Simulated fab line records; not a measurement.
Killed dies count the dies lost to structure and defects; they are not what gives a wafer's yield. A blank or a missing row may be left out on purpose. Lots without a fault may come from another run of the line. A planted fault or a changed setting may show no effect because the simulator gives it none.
fab line records	flow sky130
record lots=12	wafers=36	last-day=50
route steps=708 shown FIELD_ISO@17 POLY_GATE@234 PAD_OPEN@708
lots that met no fault: from a run of the same line without faults
start-h: hours from the record's opening day to when the first of the lot's shown wafers began	wait-h: hours since the lot's step before	" same as the row above	L1.1+2: a single row standing in for several wafers	- either no value or no given start	* or withheld: withheld	< > ~ a bound
route shown NAME@n: names a module that has steps shown in the file, with the first one's number in the route	usual: mean/standard deviation of fault-free wafers	same: alike in all rows	chamber/n: place in a boat	sites: readings site by site	_std_site: their standard deviation	_edge_site: outer sites' mean less inner sites'	radius-mm: for every site, how far away it sits from the centre of the wafer	mask NAME#n: copy n	behind: tool/chamber where the wafer was last shaped	hold: the reason the lot was held/the length of the hold in hours/how it ended	device: which transistor (n, p or np) failed to switch	end of line: the tests these same wafers got at the end of their route	a step with no rows: only its recipe	killed: the dies lost at the first sort to structure and to defects; this is not the yield of the wafer	map: the dies of a wafer, with x for killed, . for not killed, _ for no die there
set.NAME: setting as actually run; set.NAME@STEP: the setting as run at that earlier step	model.NAME: the simulator's own value behind a step, which no gauge read
steps of the route over a sample of lots; a table a step, a row a wafer
services: from which hour (start-h, from the record's first day; less than 0 if before it) a tool's chamber was out of use, for how many hours, and why
## steps
# step SKY_FIELD_ISO_STRIP_16
# recipe chemistry=O2/N2	power-w=1400	pressure-mtorr=1500	platen-temp-c=withheld	o2-flow-sccm=3000	n2-flow-sccm=300	overash-fraction=0.5
# usual drypump-motor-current-A=5.96/0.29	oes-product-au=0.378/0.0046	strip-time-to-endpoint-s=3.55/0.036
lot.wafer	tool	chamber	start-h	wait-h	drypump-motor-current-A	oes-product-au	rf-hours-counter-h	strip-time-to-endpoint-s
L461.1	plasma-asher-02	1	28.95	0.0	5.99	0.373	32	3.55
L461.3	"	1	"	"	6.03	0.379	-	3.51
L461.6	"	1	"	"	6.01	0.376	-	3.52
L463.1	plasma-asher-02	0	38.70	0.0	5.96	0.376	33	3.63
L463.2	"	1	"	"	6.03	0.370	33	3.57
L463.5	"	1	"	"	5.99	0.385	-	3.59
L464.1	plasma-asher-04	1	43.94	0.0	6.31	0.382	37	3.56
L464.2	"	0	"	"	5.32	0.386	37	3.57
L464.3	"	0	"	"	5.32	0.376	-	3.59
L466.3	plasma-asher-03	1	54.76	0.1	5.78	0.380	-	3.56
L466.4	"	0	"	"	6.35	0.369	-	3.47
L466.5	"	1	"	"	5.77	0.386	-	3.60
L467.1	plasma-asher-04	0	61.88	0.0	5.38	0.370	39	3.51
L467.2	"	1	"	"	6.32	0.380	39	3.49
L467.3	"	1	"	"	6.32	0.385	-	3.54
L468.3	plasma-asher-04	1	65.91	0.1	6.33	0.381	-	3.54
L468.4	"	0	"	"	5.35	0.375	-	3.52
L468.6	"	0	"	"	5.39	0.378	-	3.55
L469.1	plasma-asher-02	1	70.45	0.0	6.05	0.376	36	3.52
L469.2	"	0	"	"	5.94	0.376	36	3.54
L469.4	"	1	"	"	6.04	0.381	-	3.60
L470.1	plasma-asher-02	1	75.73	0.0	6.01	0.381	37	3.55
L470.3	"	1	"	"	6.02	0.374	-	3.55
L470.4	"	0	"	"	5.93	0.376	-	3.52
L471.1	plasma-asher-02	1	81.53	0.0	5.99	0.387	37	3.59
L471.2	"	0	"	"	5.96	0.378	37	3.54
L471.6	"	1	"	"	6.01	0.385	-	3.52
L476.3	plasma-asher-02	0	108.96	0.1	5.94	0.383	-	3.50
L476.4	"	1	"	"	6.03	0.388	-	3.53
L476.5	"	0	"	"	5.95	0.381	-	3.53
L480.1	plasma-asher-04	0	127.05	0.0	5.34	0.377	46	3.56
L480.3	"	1	"	"	6.32	0.379	-	3.54
L480.4	"	0	"	"	5.38	0.378	-	3.53
L482.2	plasma-asher-03	1	138.38	0.0	5.78	0.372	29	3.53
L482.4	"	1	"	"	5.78	0.382	-	3.56
L482.6	"	1	"	"	5.78	0.374	-	3.54
# step SKY_FIELD_ISO_THK_MEAS_23
# recipe reads=SiO2_of_FIELD_ISO_OXIDATION_22
# usual FIELD_ISO_OXIDATION_01_THK=9.89/0.15
lot.wafer	tool	chamber	start-h	wait-h	FIELD_ISO_OXIDATION_01_THK[nm]
L461.1	film-metro-04	-	30.58	0.0	10.05
L461.3	"	-	"	"	10.11
L461.6	"	-	"	"	10.16
L463.1	film-metro-04	-	41.04	0.0	10.02
L463.2	"	-	"	"	9.88
L463.5	"	-	"	"	9.93
L464.1	film-metro-02	-	46.42	0.0	10.14
L464.2	"	-	"	"	10.02
L464.3	"	-	"	"	10.06
L466.3	film-metro-01	-	56.52	0.0	10.01
L466.4	"	-	"	"	9.91
L466.5	"	-	"	"	10.05
L467.1	film-metro-01	-	63.49	0.0	9.84
L467.2	"	-	"	"	9.82
L467.3	"	-	"	"	9.83
L468.3	film-metro-02	-	68.77	0.0	9.95
L468.4	"	-	"	"	9.93
L468.6	"	-	"	"	9.93
L469.1	film-metro-01	-	72.07	0.0	9.87
L469.2	"	-	"	"	9.91
L469.4	"	-	"	"	9.86
L470.1	film-metro-01	-	77.35	0.0	10.24
L470.3	"	-	"	"	9.93
L470.4	"	-	"	"	10.14
L471.1	film-metro-04	-	83.19	0.0	9.71
L471.2	"	-	"	"	9.83
L471.6	"	-	"	"	9.90
L476.3	film-metro-04	-	110.91	0.0	9.96
L476.4	"	-	"	"	9.99
L476.5	"	-	"	"	10.01
L480.1	film-metro-02	-	129.85	0.0	10.28
L480.3	"	-	"	"	10.01
L480.4	"	-	"	"	10.16
L482.2	film-metro-01	-	140.00	0.0	9.75
L482.4	"	-	"	"	9.87
L482.6	"	-	"	"	9.92
# step SKY_POLY_GATE_OXIDATION_20
# recipe temp-c=850	ambient=O2	stabilise-s=600	purge-s=300	target-thk-a=40	ox-time-s=899
# usual spike-tc-bottom-C=869.3/1.3	spike-tc-centre-C=850.2/1	spike-tc-lower-C=849.6/1.6	spike-tc-top-C=864.2/0.97	spike-tc-upper-C=850.3/0.97	tube-center-temp-C=850/0.08	tube_center_temp_C_max=852.2/0.34	zone-power-upper-pct=16.8/0.66
lot.wafer	tool	chamber	start-h	wait-h	spike-tc-bottom-C	spike-tc-centre-C	spike-tc-lower-C	spike-tc-top-C	spike-tc-upper-C	tube-center-temp-C	tube_center_temp_C_max	zone-power-upper-pct
L461.1	furnace-02	0	373.16	2.2	868.0	850.5	851.0	864.0	850.2	850.03	852.4	16.2
L461.3	"	0	"	"	869.0	849.7	849.7	863.5	849.2	850.06	852.2	16.1
L461.6	"	0	"	"	868.5	851.2	851.3	864.0	850.3	849.88	852.2	16.1
L463.1	furnace-02	0	388.03	1.5	868.9	850.5	852.6	863.9	852.9	849.89	852.1	16.0
L463.2	"	0	"	"	869.8	851.3	851.4	864.8	850.2	850.11	851.5	16.4
L463.5	"	0	"	"	868.9	852.4	850.9	864.9	850.2	849.88	852.3	15.8
L464.1	furnace-01	0	395.89	0.2	870.8	850.8	849.6	863.0	850.9	849.87	852.5	17.2
L464.2	"	0	"	"	868.8	850.2	849.6	864.1	850.1	850.06	852.1	17.6
L464.3	"	0	"	"	869.1	851.3	848.1	865.6	850.6	850.03	851.9	17.3
L466.3	furnace-01	0	413.23	1.7	869.5	849.3	847.6	864.2	851.6	850.08	852.3	17.3
L466.4	"	0	"	"	869.6	850.3	848.5	864.4	851.1	850.02	851.6	17.5
L466.5	"	0	"	"	871.3	849.1	848.3	864.0	852.7	850.05	852.4	17.5
L467.1	furnace-01	0	431.76	1.2	869.0	850.9	850.2	863.6	850.4	849.96	852.3	17.4
L467.2	"	0	"	"	870.8	851.3	849.8	863.1	850.0	849.84	851.6	17.3
L467.3	"	0	"	"	869.3	851.4	848.5	862.6	852.6	850.02	852.2	17.7
L468.3	furnace-01	0	435.26	0.4	870.6	848.7	846.8	864.4	849.9	849.95	852.0	17.5
L468.4	"	0	"	"	870.9	850.3	847.0	864.8	849.4	850.01	852.0	17.5
L468.6	"	0	"	"	871.0	847.2	849.2	864.4	849.4	849.99	852.0	17.4
L469.1	furnace-02	0	439.26	1.0	868.5	850.2	851.0	863.4	849.9	850.05	852.4	16.4
L469.2	"	0	"	"	867.3	851.3	851.4	866.1	850.1	849.96	852.2	16.2
L469.4	"	0	"	"	867.3	850.8	850.5	865.2	850.6	850.16	852.4	16.2
L470.1	furnace-01	0	448.78	0.0	869.8	849.6	849.6	863.5	850.1	849.88	851.7	17.3
L470.3	"	0	"	"	869.3	849.4	848.2	863.5	850.8	849.99	852.8	17.3
L470.4	"	0	"	"	872.0	851.5	848.2	864.5	848.8	849.88	852.4	17.2
L471.1	furnace-01	0	460.16	1.4	871.0	849.6	847.5	864.1	849.8	849.98	853.2	17.7
L471.2	"	0	"	"	870.8	849.4	846.7	863.3	850.9	850.09	852.1	17.5
L471.6	"	0	"	"	871.6	850.4	846.4	863.0	851.5	850.17	852.2	17.3
L476.3	furnace-02	0	501.93	0.0	867.3	849.6	851.4	862.7	849.7	849.98	852.3	16.2
L476.4	"	0	"	"	867.7	850.6	852.1	863.2	851.6	849.94	852.3	16.1
L476.5	"	0	"	"	867.7	848.6	849.6	863.7	850.0	850.17	853.3	15.9
L480.1	furnace-01	0	539.14	1.0	907.0	888.7	885.8	901.5	886.7	887.46	890.2	19.0
L480.3	"	0	"	"	907.4	889.2	884.2	901.6	888.4	887.36	889.2	18.4
L480.4	"	0	"	"	905.9	887.9	884.8	902.5	887.6	887.33	889.4	19.1
L482.2	furnace-01	0	549.22	0.0	907.6	887.4	887.4	900.2	888.5	887.38	889.3	19.2
L482.4	"	0	"	"	905.9	888.0	885.7	899.3	886.2	887.32	889.1	19.3
L482.6	"	0	"	"	905.2	886.6	886.0	900.7	887.5	887.35	890.1	18.9
# step SKY_POLY_GATE_THK_MEAS_21
# recipe reads=SiO2_of_POLY_GATE_OXIDATION_20
# usual POLY_GATE_OXIDATION_THK=3.99/0.095
lot.wafer	tool	chamber	start-h	wait-h	POLY_GATE_OXIDATION_THK[nm]
L461.1	film-metro-04	-	374.41	0.0	4.08
L461.3	"	-	"	"	4.03
L461.6	"	-	"	"	4.07
L463.1	film-metro-02	-	389.28	0.0	3.96
L463.2	"	-	"	"	3.98
L463.5	"	-	"	"	4.05
L464.1	film-metro-02	-	397.14	0.0	4.15
L464.2	"	-	"	"	4.10
L464.3	"	-	"	"	4.12
L466.3	film-metro-04	-	414.50	0.0	4.05
L466.4	"	-	"	"	4.11
L466.5	"	-	"	"	4.04
L467.1	film-metro-02	-	433.01	0.0	4.08
L467.2	"	-	"	"	4.15
L467.3	"	-	"	"	4.02
L468.3	film-metro-04	-	436.53	0.0	3.95
L468.4	"	-	"	"	4.01
L468.6	"	-	"	"	4.10
L469.1	film-metro-04	-	440.51	0.0	3.94
L469.2	"	-	"	"	3.94
L469.4	"	-	"	"	4.04
L470.1	film-metro-02	-	450.03	0.0	4.05
L470.3	"	-	"	"	4.04
L470.4	"	-	"	"	4.05
L471.1	film-metro-04	-	461.41	0.0	4.12
L471.2	"	-	"	"	4.04
L471.6	"	-	"	"	4.08
L476.3	film-metro-04	-	503.20	0.0	3.85
L476.4	"	-	"	"	3.85
L476.5	"	-	"	"	3.91
L480.1	film-metro-03	-	540.39	0.0	6.34
L480.3	"	-	"	"	6.28
L480.4	"	-	"	"	6.35
L482.2	film-metro-04	-	550.48	0.0	6.40
L482.4	"	-	"	"	6.36
L482.6	"	-	"	"	6.33
# step SKY_PAD_OPEN_PROBE_99
# usual killed_at_M0_to_M3=43/6.6	killed_at_M4_up=3.4/1.8	killed-at-contacts=24/4.9	killed-at-front-end=15/4.1	killed-at-other=0.3/0.55	killed-dies=85/8.8	killed-open=46/6.1	killed-short=39/5.7
# same gross-dies=492	killed-at-back-side=0
lot.wafer	tool	chamber	start-h	wait-h	killed_at_M0_to_M3	killed_at_M4_up	killed-at-contacts	killed-at-front-end	killed-at-other	killed-dies	killed-open	killed-short
L464.1	prober-01	-	1095.58	0.1	32	3	22	16	1	74	41	33
L464.2	prober-01	-	1095.63	0.1	37	3	21	7	0	68	36	32
L464.3	prober-01	-	1095.68	0.2	44	5	24	13	0	86	44	42
L467.1	prober-02	-	1119.98	0.1	35	4	23	14	0	76	35	40
L467.2	prober-02	-	1120.03	0.1	44	0	26	14	1	85	45	40
L467.3	prober-02	-	1120.08	0.2	44	5	25	17	0	91	46	42
L471.1	prober-02	-	1139.27	0.1	49	2	21	14	0	86	47	39
L471.2	prober-02	-	1139.32	0.1	37	3	18	11	0	69	40	29
L471.6	prober-02	-	1139.52	0.2	37	0	29	15	0	81	51	30
L476.3	prober-01	-	1161.33	0.2	39	3	19	14	0	75	44	30
L476.4	prober-01	-	1161.38	0.2	52	4	26	11	0	93	52	40
L476.5	prober-01	-	1161.43	0.2	53	1	22	12	0	88	53	35
# killed by level:class
L464.1 VIA1:geometric-particle:open=10 LI_CONTACT:geometric-particle:open=7 CONTACT:geometric-particle:open=5 FIELD_ISO:geometric-particle:open=4 POLY_GATE:geometric-particle:open=4 CONTACT:geometric-particle:short=4 VIA1:geometric-particle:short=4 VIA3:geometric-particle:open=4
L464.2 VIA1:geometric-particle:open=8 VIA2:geometric-particle:open=7 CONTACT:geometric-particle:open=7 LI_CONTACT:geometric-particle:open=5 METAL1:geometric-particle:short=5 LOCAL_INTERCONNECT:geometric-particle:short=4 METAL2:geometric-particle:short=4 POLY_GATE:geometric-particle:open=3
L464.3 CONTACT:geometric-particle:open=9 VIA2:geometric-particle:open=9 METAL1:geometric-particle:short=8 VIA3:geometric-particle:open=7 LI_CONTACT:geometric-particle:open=6 POLY_GATE:geometric-particle:short=5 LOCAL_INTERCONNECT:geometric-particle:short=4 METAL2:geometric-particle:short=4
L467.1 CONTACT:geometric-particle:open=11 METAL1:geometric-particle:short=9 VIA2:geometric-particle:open=6 LI_CONTACT:geometric-particle:open=5 FIELD_ISO:geometric-particle:open=4 METAL3:geometric-particle:short=4 METAL4:geometric-particle:short=4 FIELD_ISO:geometric-particle:short=3
L467.2 VIA1:geometric-particle:open=13 CONTACT:geometric-particle:open=11 METAL1:geometric-particle:short=7 CONTACT:geometric-particle:short=5 VIA2:geometric-particle:short=5 VIA2:geometric-particle:open=5 FIELD_ISO:geometric-particle:short=4 LOCAL_INTERCONNECT:geometric-particle:short=4
L467.3 VIA1:geometric-particle:open=14 CONTACT:geometric-particle:short=8 FIELD_ISO:geometric-particle:short=7 FIELD_ISO:geometric-particle:open=6 VIA3:geometric-particle:open=5 CONTACT:geometric-particle:open=5 METAL4:geometric-particle:short=5 LOCAL_INTERCONNECT:geometric-particle:open=4
L471.1 VIA1:geometric-particle:open=12 METAL1:geometric-particle:short=9 CONTACT:geometric-particle:open=7 VIA3:geometric-particle:open=7 VIA1:geometric-particle:short=6 LI_CONTACT:geometric-particle:open=6 METAL2:geometric-particle:short=4 FIELD_ISO:geometric-particle:short=3
L471.2 METAL2:geometric-particle:short=9 VIA1:geometric-particle:open=7 CONTACT:geometric-particle:open=7 LI_CONTACT:geometric-particle:open=6 METAL1:geometric-particle:short=6 VIA2:geometric-particle:open=5 FIELD_ISO:geometric-particle:open=4 VIA3:geometric-particle:open=4
L471.6 CONTACT:geometric-particle:open=12 LI_CONTACT:geometric-particle:open=11 VIA1:geometric-particle:open=10 POLY_GATE:geometric-particle:short=5 METAL3:geometric-particle:short=5 FIELD_ISO:geometric-particle:open=4 METAL1:geometric-particle:open=4 METAL2:geometric-particle:short=3
L476.3 VIA1:geometric-particle:open=11 CONTACT:geometric-particle:open=7 FIELD_ISO:geometric-particle:open=6 METAL1:geometric-particle:short=5 LI_CONTACT:geometric-particle:open=4 LOCAL_INTERCONNECT:geometric-particle:short=4 VIA2:geometric-particle:open=4 POLY_GATE:geometric-particle:short=3
L476.4 VIA2:geometric-particle:open=11 VIA1:geometric-particle:open=9 LI_CONTACT:geometric-particle:open=7 METAL2:geometric-particle:short=7 LOCAL_INTERCONNECT:geometric-particle:short=6 CONTACT:geometric-particle:open=6 VIA3:geometric-particle:open=6 CONTACT:geometric-particle:short=5
L476.5 VIA1:geometric-particle:open=12 VIA3:geometric-particle:open=10 CONTACT:geometric-particle:open=9 LI_CONTACT:geometric-particle:open=8 VIA1:geometric-particle:short=8 VIA2:geometric-particle:open=7 METAL1:geometric-particle:short=5 METAL2:geometric-particle:short=5
## services
tool	chamber	start-h	hours	kind
plasma-asher-02	-	30.29	0.5	repair
furnace-01	-	41.04	3.9	pm
plasma-asher-03	-	69.39	4.0	repair
furnace-02	-	122.39	3.4	pm
plasma-asher-04	-	132.59	1.7	repair
plasma-asher-03	-	143.47	2.8	pm
furnace-02	-	178.42	1.8	repair
furnace-01	-	182.51	1.3	pm
furnace-01	-	209.85	3.1	pm
furnace-02	-	224.26	8.8	pm
furnace-01	-	246.42	18.7	repair
furnace-01	-	265.16	3.9	pm
furnace-02	-	269.70	3.1	pm
plasma-asher-03	-	288.97	14.6	pm
furnace-02	-	289.66	3.3	pm
plasma-asher-03	-	311.53	1.6	repair
plasma-asher-02	-	313.38	0.7	repair
plasma-asher-04	-	349.90	0.6	repair
furnace-01	-	377.98	3.3	pm
plasma-asher-04	-	385.52	1.2	repair
plasma-asher-02	-	421.25	9.0	pm
furnace-01	-	533.64	2.8	pm
furnace-02	-	536.47	4.5	pm
furnace-01	-	544.70	2.9	pm
## key
first-sign step=SKY_POLY_GATE_OXIDATION_20	reading=tube-center-temp-C	direction=up	sigmas=99+	usual=*	struck=*
effect step=SKY_POLY_GATE_OXIDATION_20	reading=tube_center_temp_C_max	direction=up	sigmas=99+	usual=*	struck=*
effect step=SKY_POLY_GATE_THK_MEAS_21	reading=POLY_GATE_OXIDATION_THK	direction=up	sigmas=25	usual=3.99	struck=6.34
met-at SKY_POLY_GATE_OXIDATION_20
struck-lots L480,L482
tester-left-out L480,L482
not-acting-at SKY_FIELD_ISO_STRIP_16,SKY_FIELD_ISO_THK_MEAS_23
onset-between 460.16 539.14
fault kind=process-parameter-drift	tool=furnace-01	chamber=-	onset-h=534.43	steps=SKY_POLY_GATE_OXIDATION_20	channel=temp-c	offset=*	shape=step	end-h=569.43	acts-in=*	stated=*
# tester-left-out: of these lots the tester's yield and bins aren't shown, on N5 and GAA mostly nor the transistor test; their killed dies are dies lost to structure and defects alone, not to doping, threshold or leakage, so they don't give the yield
